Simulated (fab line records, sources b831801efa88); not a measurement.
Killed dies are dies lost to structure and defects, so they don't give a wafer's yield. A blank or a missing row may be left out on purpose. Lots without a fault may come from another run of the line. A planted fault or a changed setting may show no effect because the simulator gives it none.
fab line records | flow gf180mcu
record lots=13 wafers=39 last_day=34
route steps=602 shown V2@383 M3@425
lots that met no fault: from a run of the same line without faults
start_h: hours from the record's first day to the start of the lot's first wafer shown | wait_h: hours since the lot's step before | " the same as in the row above | L1.1+2: a row that stands for several wafers | - no value, or no start given | * or withheld: withheld | < > ~ a bound
route shown NAME@n: a module of which the file shows steps, and the number in the route of the first | usual: mean/standard deviation of fault-free wafers | same: alike in all rows | chamber/n: place in a boat | sites: the reading at each site | _std_site: their standard deviation | _edge_site: outer sites' mean less inner sites' | radius_mm: how far each site lies from the wafer's centre | mask NAME#n: copy n | behind: the tool/chamber that last shaped the wafer | hold: why the lot was held/for how many hours/how that ended | device: the transistor (n, p or np) that didn't switch | end of line: the same wafers' tests at the end of the route | a step without rows: its recipe alone | killed: dies lost to structure and defects at the first sort, not the wafer's yield | map: a wafer's dies, x killed, . not, _ none there
set.NAME: the setting as run; set.NAME@STEP: as run at that earlier step | model.NAME: the simulator's own value behind a step, which no gauge read
steps of the route over a sample of lots; a table a step, a row a wafer
services: from which hour (start_h, from the record's first day; less than 0 if before it) a tool's chamber was out of use, for how many hours, and why
## steps
# step GF_V2_THK_MEAS_01
# recipe reads=SiO2_of_V2_CVD_00
# usual V2_CVD_00_THK=602/5.2
# columns lot.wafer tool chamber start_h wait_h V2_CVD_00_THK[nm]
L703.1 film_metro-01 - 441.82 0.0 600
L703.5 " - " " 605
L703.6 " - " " 612
L704.1 film_metro-02 - 446.68 0.0 596
L704.3 " - " " 601
L704.5 " - " " 603
L710.1 film_metro-02 - 501.57 0.0 611
L710.3 " - " " 609
L710.4 " - " " 600
L711.1 film_metro-01 - 511.44 0.0 611
L711.3 " - " " 601
L711.4 " - " " 611
L712.4 film_metro-03 - 525.12 0.0 605
L712.5 " - " " 603
L712.6 " - " " 605
L714.1 film_metro-02 - 542.10 0.0 611
L714.2 " - " " 610
L714.5 " - " " 599
L715.4 film_metro-02 - 545.38 0.0 596
L715.5 " - " " 587
L715.6 " - " " 594
L716.1 film_metro-01 - 553.74 0.0 596
L716.3 " - " " 600
L716.4 " - " " 597
L718.1 film_metro-01 - 566.53 0.0 603
L718.3 " - " " 597
L718.4 " - " " 594
L719.4 film_metro-02 - 573.52 0.0 598
L719.5 " - " " 604
L719.6 " - " " 602
L721.2 film_metro-02 - 590.56 0.0 603
L721.3 " - " " 609
L721.5 " - " " 610
L722.1 film_metro-03 - 601.05 0.0 601
L722.2 " - " " 612
L722.6 " - " " 604
L726.1 film_metro-02 - 631.22 0.0 609
L726.2 " - " " 606
L726.3 " - " " 600
# step GF_V2_THK_MEAS_03
# recipe reads=SiO2_of_V2_CVD_02
# usual V2_CVD_02_THK=851/9.1
# columns lot.wafer tool chamber start_h wait_h V2_CVD_02_THK[nm]
L703.1 film_metro-03 - 441.95 0.0 854
L703.5 " - " " 856
L703.6 " - " " 851
L704.1 film_metro-01 - 446.81 0.0 842
L704.3 " - " " 838
L704.5 " - " " 854
L710.1 film_metro-02 - 501.70 0.0 839
L710.3 " - " " 838
L710.4 " - " " 856
L711.1 film_metro-03 - 511.60 0.1 864
L711.3 " - " " 863
L711.4 " - " " 873
L712.4 film_metro-01 - 525.25 0.0 859
L712.5 " - " " 856
L712.6 " - " " 863
L714.1 film_metro-02 - 542.27 0.1 848
L714.2 " - " " 849
L714.5 " - " " 839
L715.4 film_metro-02 - 545.50 0.0 860
L715.5 " - " " 858
L715.6 " - " " 861
L716.1 film_metro-02 - 553.91 0.1 845
L716.3 " - " " 859
L716.4 " - " " 847
L718.1 film_metro-03 - 566.66 0.0 845
L718.3 " - " " 839
L718.4 " - " " 857
L719.4 film_metro-03 - 573.65 0.0 861
L719.5 " - " " 862
L719.6 " - " " 861
L721.2 film_metro-03 - 590.69 0.0 840
L721.3 " - " " 833
L721.5 " - " " 850
L722.1 film_metro-02 - 601.17 0.0 838
L722.2 " - " " 845
L722.6 " - " " 857
L726.1 film_metro-02 - 631.35 0.0 848
L726.2 " - " " 846
L726.3 " - " " 837
# step GF_V2_CVD_23
# recipe material=W target_thk_nm=350 time_s=104.94 temp_c=400 pressure_torr=40
# usual heater_power_w=803/78 susceptor_temp_C=400.02/0.21
# same time_s=104.94
# columns lot.wafer tool chamber start_h wait_h heater_power_w since_wet_clean_h susceptor_temp_C
L703.1 cvd_w-01 0 467.01 0.0 811 56 399.89
L703.5 " 1 " " 884 - 400.21
L703.6 " 0 " " 827 - 400.10
L704.1 cvd_w-02 0 472.16 0.0 690 568 399.80
L704.3 " 0 " " 693 - 399.67
L704.5 " 1 " " 856 - 400.02
L710.1 cvd_w-02 1 526.59 0.0 850 623 399.90
L710.3 " 1 " " 870 - 399.85
L710.4 " 0 " " 685 - 400.28
L711.1 cvd_w-02 1 535.67 0.0 859 632 400.13
L711.3 " 0 " " 696 - 400.02
L711.4 " 1 " " 847 - 400.00
L712.4 cvd_w-02 0 549.28 0.1 693 - 400.11
L712.5 " 1 " " 858 - 400.00
L712.6 " 0 " " 694 - 400.16
L714.1 cvd_w-01 1 565.10 0.0 904 154 399.67
L714.2 " 0 " " 819 154 400.17
L714.5 " 0 " " 820 - 400.26
L715.4 cvd_w-01 0 568.94 0.1 823 - 399.95
L715.5 " 0 " " 835 - 400.29
L715.6 " 1 " " 864 - 399.65
L716.1 cvd_w-01 0 576.75 0.0 814 166 399.71
L716.3 " 0 " " 816 - 400.23
L716.4 " 1 " " 891 - 400.28
L718.1 cvd_w-02 0 589.65 0.0 702 686 399.66
L718.3 " 1 " " 888 - 399.96
L718.4 " 0 " " 686 - 399.89
L719.4 cvd_w-01 1 596.90 0.1 861 - 399.95
L719.5 " 1 " " 873 - 399.82
L719.6 " 0 " " 814 - 399.99
L721.2 cvd_w-02 0 613.27 0.0 713 709 402.49
L721.3 " 1 " " 865 - 402.27
L721.5 " 1 " " 874 - 402.38
L722.1 cvd_w-02 1 623.18 0.0 881 719 402.44
L722.2 " 0 " " 694 719 402.85
L722.6 " 1 " " 866 - 402.24
L726.1 cvd_w-01 0 653.28 0.0 808 243 399.90
L726.2 " 1 " " 873 243 400.08
L726.3 " 1 " " 872 - 400.33
# step GF_V2_RS_MEAS_24
# recipe thk_meas_gauge=four-point-probe reads=W_of_V2_CVD_23+TiN_of_V2_SPUTTER_22+Ti_of_V2_SPUTTER_21
# usual V2_W_RS=0.327/0.003
# columns lot.wafer tool chamber start_h wait_h V2_W_RS[ohm/sq]
L703.1 film_metro-03 - 467.12 0.1 0.325
L703.5 " - " " 0.329
L703.6 " - " " 0.330
L704.1 film_metro-01 - 472.27 0.1 0.331
L704.3 " - " " 0.330
L704.5 " - " " 0.330
L710.1 film_metro-01 - 526.70 0.1 0.330
L710.3 " - " " 0.324
L710.4 " - " " 0.326
L711.1 film_metro-03 - 535.78 0.1 0.326
L711.3 " - " " 0.326
L711.4 " - " " 0.324
L712.4 film_metro-01 - 549.42 0.1 0.329
L712.5 " - " " 0.328
L712.6 " - " " 0.326
L714.1 film_metro-02 - 565.22 0.1 0.328
L714.2 " - " " 0.321
L714.5 " - " " 0.319
L715.4 film_metro-01 - 569.08 0.1 0.324
L715.5 " - " " 0.329
L715.6 " - " " 0.327
L716.1 film_metro-01 - 576.87 0.1 0.326
L716.3 " - " " 0.327
L716.4 " - " " 0.326
L718.1 film_metro-03 - 589.77 0.1 0.325
L718.3 " - " " 0.327
L718.4 " - " " 0.329
L719.4 film_metro-01 - 597.04 0.1 0.330
L719.5 " - " " 0.328
L719.6 " - " " 0.334
L721.2 film_metro-01 - 613.40 0.1 0.310
L721.3 " - " " 0.310
L721.5 " - " " 0.305
L722.1 film_metro-02 - 623.29 0.1 0.314
L722.2 " - " " 0.316
L722.6 " - " " 0.312
L726.1 film_metro-02 - 653.40 0.1 0.331
L726.2 " - " " 0.327
L726.3 " - " " 0.332
# step GF_V2_THK_MEAS_25
# recipe thk_meas_gauge=xrf reads=W_of_V2_CVD_23
# usual V2_W_THK=363/4.3
# columns lot.wafer tool chamber start_h wait_h V2_W_THK[nm]
L703.1 film_metro-03 - 467.24 0.1 367
L703.5 " - " " 361
L703.6 " - " " 357
L704.1 film_metro-01 - 472.39 0.1 361
L704.3 " - " " 364
L704.5 " - " " 361
L710.1 film_metro-01 - 526.82 0.1 364
L710.3 " - " " 367
L710.4 " - " " 367
L711.1 film_metro-03 - 535.90 0.1 362
L711.3 " - " " 362
L711.4 " - " " 364
L712.4 film_metro-01 - 549.51 0.1 365
L712.5 " - " " 367
L712.6 " - " " 368
L714.1 film_metro-02 - 565.34 0.1 364
L714.2 " - " " 372
L714.5 " - " " 375
L715.4 film_metro-01 - 569.17 0.1 371
L715.5 " - " " 367
L715.6 " - " " 366
L716.1 film_metro-01 - 576.99 0.1 366
L716.3 " - " " 364
L716.4 " - " " 365
L718.1 film_metro-03 - 589.89 0.1 362
L718.3 " - " " 361
L718.4 " - " " 358
L719.4 film_metro-01 - 597.13 0.1 359
L719.5 " - " " 361
L719.6 " - " " 356
L721.2 film_metro-01 - 613.51 0.1 384
L721.3 " - " " 383
L721.5 " - " " 390
L722.1 film_metro-02 - 623.41 0.1 379
L722.2 " - " " 378
L722.6 " - " " 383
L726.1 film_metro-02 - 653.52 0.1 359
L726.2 " - " " 363
L726.3 " - " " 357
# step GF_M3_METAL_ETCH_16
# recipe chemistry=Cl2/BCl3 mask_material=KrF target_depth_nm=750.8 stop_on=SiO2 pressure_mtorr=8 icp_w=800 bias_w=140 Cl2_flow_sccm=80 bcl3_flow_sccm=40 time_s=125.1
# usual drypump_motor_current_A=5.8/0.48 oes_product_au=0.989/0.0057 throttle_valve_pct=28.231/0.0094
# same time_s=125.1
# columns lot.wafer tool chamber start_h wait_h drypump_motor_current_A oes_product_au rf_hours_counter_h throttle_valve_pct
L703.1 rie_metal-01 0 491.53 0.0 5.3 0.984 12 28.230
L703.5 " 1 " " 6.3 0.986 - 28.237
L703.6 " 0 " " 5.3 0.985 - 28.229
L704.1 rie_metal-01 0 496.76 0.0 5.3 0.984 12 28.251
L704.3 " 1 " " 6.3 0.995 - 28.226
L704.5 " 1 " " 6.3 1.000 - 28.246
L710.1 rie_metal-01 1 550.41 0.0 6.3 0.991 11 28.224
L710.3 " 1 " " 6.3 0.977 - 28.215
L710.4 " 0 " " 5.3 0.993 - 28.240
L711.1 rie_metal-01 0 559.16 0.0 5.3 0.985 14 28.244
L711.3 " 0 " " 5.3 0.981 - 28.226
L711.4 " 1 " " 6.3 0.988 - 28.223
L712.4 rie_metal-02 1 572.60 0.1 6.4 0.988 - 28.242
L712.5 " 0 " " 6.1 0.984 - 28.224
L712.6 " 1 " " 6.3 0.992 - 28.232
L714.1 rie_metal-04 1 587.90 0.0 6.0 0.995 5 28.218
L714.2 " 0 " " 5.1 0.991 10 28.223
L714.5 " 1 " " 6.0 0.995 - 28.246
L715.4 rie_metal-04 0 591.60 0.1 5.1 0.984 - 28.222
L715.5 " 1 " " 6.0 0.983 - 28.242
L715.6 " 0 " " 5.1 0.992 - 28.228
L716.1 rie_metal-04 0 599.35 0.0 5.1 0.989 11 28.234
L716.3 " 0 " " 5.1 0.987 - 28.241
L716.4 " 1 " " 6.0 0.983 - 28.248
L718.1 rie_metal-02 0 611.40 0.0 6.1 0.978 5 28.241
L718.3 " 0 " " 6.1 0.998 - 28.242
L718.4 " 0 " " 6.1 0.986 - 28.231
L719.4 rie_metal-04 1 617.90 0.1 6.0 0.983 - 28.229
L719.5 " 1 " " 6.0 0.983 - 28.249
L719.6 " 0 " " 5.2 0.988 - 28.230
L721.2 rie_metal-04 1 634.81 0.0 6.0 0.980 6 28.243
L721.3 " 0 " " 5.1 0.983 - 28.229
L721.5 " 0 " " 5.2 0.991 - 28.228
L722.1 rie_metal-01 1 644.73 0.0 6.3 0.995 14 28.241
L722.2 " 0 " " 5.3 0.995 16 28.236
L722.6 " 1 " " 6.3 0.990 - 28.216
L726.1 rie_metal-02 1 674.05 0.0 6.4 0.993 2 28.235
L726.2 " 0 " " 6.1 0.987 8 28.237
L726.3 " 1 " " 6.3 1.000 - 28.223
## services
# columns tool chamber start_h hours kind
rie_metal-01 1 449.31 1.5 repair
rie_metal-04 0 461.68 4.2 repair
rie_metal-02 - 463.28 0.3 repair
rie_metal-01 1 464.82 22.1 repair
cvd_w-02 - 473.02 6.9 pm
rie_metal-02 - 541.30 1.4 pm
rie_metal-02 1 550.33 2.0 repair
rie_metal-01 1 560.37 2.2 repair
rie_metal-02 1 605.68 - clean
rie_metal-02 1 605.68 14.6 scheduled_down
rie_metal-02 1 605.68 14.6 vent_cycle
cvd_w-01 1 629.59 4.7 repair
rie_metal-01 0 638.37 1.8 repair
cvd_w-02 - 645.83 2.8 pm
cvd_w-02 1 656.24 12.5 repair
rie_metal-01 0 669.35 - clean
rie_metal-01 0 669.35 16.8 scheduled_down
rie_metal-01 0 669.35 16.8 vent_cycle
## key
first_sign step=GF_V2_CVD_23 reading=susceptor_temp_C direction=up sigmas=11 usual=* struck=*
effect step=GF_V2_RS_MEAS_24 reading=V2_W_RS direction=down sigmas=5.2 usual=0.327 struck=0.311
effect step=GF_V2_THK_MEAS_25 reading=V2_W_THK direction=up sigmas=4.6 usual=363 struck=383
met_at GF_V2_CVD_23
struck_lots L721,L722
rows_end L721.2,L721.3,L721.5,L722.1,L722.2,L722.6
not_acting_at GF_V2_THK_MEAS_01,GF_V2_THK_MEAS_03,GF_M3_METAL_ETCH_16
onset_between 589.65 613.27
fault kind=process_parameter_drift tool=cvd_w-02 chamber=- onset_h=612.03 steps=GF_V2_CVD_23 channel=temp_c offset=* shape=step acts_in=* stated=*
# rows_end: these wafers met a further fault down the route, and their rows from its step on are left out
